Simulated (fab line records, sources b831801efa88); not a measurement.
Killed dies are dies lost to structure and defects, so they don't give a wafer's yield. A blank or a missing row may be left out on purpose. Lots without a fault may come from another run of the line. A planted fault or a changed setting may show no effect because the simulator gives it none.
Chamber matching | flow gf180mcu | GF_V3_CMP_04 on cmp-02: 4 sister chambers
The step polishes SiO2. 16 wafers are shown with their chamber, then 8 later ones without.

WAFERS WITH THEIR CHAMBER
wafer  | chamber | motor_current_A (A) | time_to_endpoint_s (s)
L418.2 | 2       | 12.4                | 73
L418.4 | 3       | 13.0                | 77
L418.5 | 1       | 11.9                | 91
L420.1 | 2       | 12.3                | 82
L420.4 | 0       | 12.9                | 86
L420.5 | 1       | 11.8                | 96
L421.1 | 1       | 11.0                | 73
L421.3 | 3       | 12.6                | 70
L421.4 | 0       | 12.5                | 69
L423.2 | 2       | 12.1                | 76
L423.3 | 1       | 11.7                | 87
L423.6 | 1       | 12.5                | 89
L424.1 | 1       | 12.6                | 85
L424.4 | 3       | 13.2                | 75
L424.5 | 2       | 12.1                | 88
L434.1 | 3       | 12.9                | 79

SIGNATURES (means of the wafers above)
reading            | chamber 0 | chamber 1 | chamber 2 | chamber 3 | scatter within a chamber
motor_current_A    | 12.700    | 11.917    | 12.225    | 12.925    | 0.413
time_to_endpoint_s | 77.50     | 86.83     | 79.75     | 75.25     | 7.2
Rule: a wafer's distance from a chamber is the root of the sum, over the readings, of the square of ((its reading less the chamber's mean) divided by the reading's scatter). The wafer belongs to the nearest chamber; if the next one is less than 2 further off, it can't be placed. The scatter: the root of (the sum of the squares of (reading less its chamber's mean) over the shown wafers, divided by (wafers less chambers)).

WAFERS WITHOUT THEIR CHAMBER
wafer  | motor_current_A (A) | time_to_endpoint_s (s)
L434.2 | 12.2                | 70
L434.6 | 11.6                | 89
L437.4 | 11.7                | 91
L437.5 | 13.0                | 68
L437.6 | 12.0                | 88
L438.1 | 12.5                | 78
L438.3 | 13.1                | 75
L438.5 | 12.5                | 79

WHICH CHAMBER EACH WENT THROUGH
wafer  | from the rows above               | in truth
L434.2 | can't be placed: 2 or 0 or 3 or 1 | 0
L434.6 | can't be placed: 1 or 2           | 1
L437.4 | can't be placed: 1 or 2           | 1
L437.5 | can't be placed: 3 or 0 or 2      | 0
L437.6 | can't be placed: 1 or 2 or 0      | 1
L438.1 | can't be placed: 0 or 2 or 3 or 1 | 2
L438.3 | can't be placed: 3 or 0 or 2      | 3
L438.5 | can't be placed: 0 or 2 or 3 or 1 | 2
Placed correctly: 0 of 8. Can't be placed from these rows: 8 (the true chamber is among the candidates in 8). Placed wrongly: 0.
